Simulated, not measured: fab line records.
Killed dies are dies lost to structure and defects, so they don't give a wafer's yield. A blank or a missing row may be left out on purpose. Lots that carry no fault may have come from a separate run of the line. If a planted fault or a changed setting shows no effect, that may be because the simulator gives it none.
Which of the tools did it? | flow gf180mcu | 18 wafers from 6 lots sampled at 3 of the route's 602 steps

WHAT EACH GAUGE READ, for each wafer
GF_TOP_METAL_CD_MEAS_14: the cd target is 440 nm.
lot  | measured     | on        | cd-nm (nm)
L658 | day 30 00:42 | cd-sem-02 | 440.5 438.9 440.2
L661 | day 30 13:15 | cd-sem-02 | 441.2 441.2 442.2
L667 | day 32 03:52 | cd-sem-01 | 442.8 443.3 442.9
L671 | day 33 10:19 | cd-sem-02 | 439.7 438.9 439.6
L673 | day 33 19:07 | cd-sem-01 | 441.0 439.5 440.3
L675 | day 34 03:11 | cd-sem-02 | 435.8 438.4 437.6

WHICH TOOL RAN EACH LOT (tool, then ch and the chambers of the sampled wafers, then the start)
lot  | GF_V3_SPUTTER_22             | GF_TOP_METAL_SPUTTER_00
L658 | pvd-sputter-01, day 24 16:38 | pvd-sputter-03, day 29 05:47
L661 | pvd-sputter-01, day 25 06:11 | pvd-sputter-01, day 29 18:59
L667 | pvd-sputter-02, day 27 05:22 | pvd-sputter-01, day 31 10:55
L671 | pvd-sputter-01, day 28 15:49 | pvd-sputter-02, day 32 18:01
L673 | pvd-sputter-02, day 29 04:10 | pvd-sputter-02, day 33 03:32
L675 | pvd-sputter-02, day 29 13:05 | pvd-sputter-01, day 33 11:23
- GF_V3_SPUTTER_22: material TiN, target thk 10 nm, time 40 s.
- GF_TOP_METAL_SPUTTER_00: material Ti, target thk 37.5 nm, time 150 s.

THE ANSWER, worked out from the rows above alone
Rule: what is usual is taken from the lots themselves. The widest of any qualifying gaps counts: lots, ordered by their means at a reading, are off when they make up no more than a third of the lots, leave a main group of 4 or more, and stand apart from it by 3 or more times the standard deviation of that group's means. If all means in a main group match to the digits the tables above print for the reading, that group is not used. Also off: a lot with no number at a reading for which 4 or more lots have one. Any other lot the step has rows for is counted as sound.
Across all readings shown, no lot is off: no conclusion can be drawn from this.

WHAT HAD BEEN PUT IN BY THE SIMULATOR
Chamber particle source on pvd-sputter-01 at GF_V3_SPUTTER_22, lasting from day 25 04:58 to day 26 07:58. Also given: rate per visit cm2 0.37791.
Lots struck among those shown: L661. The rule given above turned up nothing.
